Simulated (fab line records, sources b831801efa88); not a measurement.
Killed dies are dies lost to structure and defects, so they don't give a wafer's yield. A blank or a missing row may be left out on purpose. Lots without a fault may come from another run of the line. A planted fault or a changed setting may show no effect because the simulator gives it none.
One fault seen from 2 desks | flow sky130 | each desk has only its own numbers; what lay behind them comes last

THE METROLOGY DESK
What the gauges read, lot by lot, whatever tool the lot ran on: means of the sampled wafers that have a number. A lot is out of limits, marked OUT, if its mean lies more than 4 standard deviations from the usual mean; the brackets give that distance.
Columns: A = VT_ADJUST_PCH_OVL at SKY_VT_ADJUST_PCH_OVL_MEAS_07, usual -0.1 nm
lot  | first seen here | A
L903 | day 11 05:43    | 2.0
L906 | day 12 02:26    | 1.4
L913 | day 14 06:32    | -0.3
L914 | day 14 16:02    | 1.9
L915 | day 15 00:32    | -1.6
L916 | day 15 08:44    | 2.5
L918 | day 15 19:30    | -1.5
L919 | day 16 05:42    | -1.0
L920 | day 16 11:00    | -1.1
L921 | day 16 16:18    | 0.6
L923 | day 17 05:16    | -2.5
L924 | day 18 01:33    | 0.2
This desk's finding: nothing out of limits on any of the 12 lots.

THE TOOL OWNER'S DESK: wet_bench-04
The tool's own readings at SKY_SONOS_ONO_WET_ETCH_16 (etches SiO2 in dHF, target depth 14 nm, time 280 s): means of the sampled wafers that have a number, for each lot that ran on this tool. A lot is out of limits, marked OUT, if its mean lies more than 4 standard deviations from the usual mean; the brackets give that distance.
Columns: A = run_length_s at SKY_SONOS_ONO_WET_ETCH_16, usual 309 s
lot  | first seen here | A
L903 | day 13 13:11    | 315
L906 | day 14 10:16    | 570 (+75) OUT
L918 | day 18 15:10    | 307
L920 | day 19 06:08    | 306
L923 | day 19 22:37    | 307
This desk's finding: out of limits on L906; first on L906, day 14 10:16 (run_length_s at SKY_SONOS_ONO_WET_ETCH_16). In limits: L903, L918, L920, L923.

PUT TOGETHER
The tool owner's desk could have raised an alarm at day 14 10:16, on L906.
The metrology desk saw nothing out of limits.
The metrology desk has L906 on record, within its limits.
Of the lots named, all ran SKY_SONOS_ONO_WET_ETCH_16 on wet_bench-04.

WHAT THE SIMULATOR HAD PUT IN
Process parameter drift: wet_bench-04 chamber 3, from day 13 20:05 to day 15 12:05, at SKY_SONOS_ONO_WET_ETCH_16. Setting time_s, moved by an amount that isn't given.
Lots struck among those shown: L906.
Hours from the fault's start to each desk's first reading out of limits: the tool owner's desk, 14.
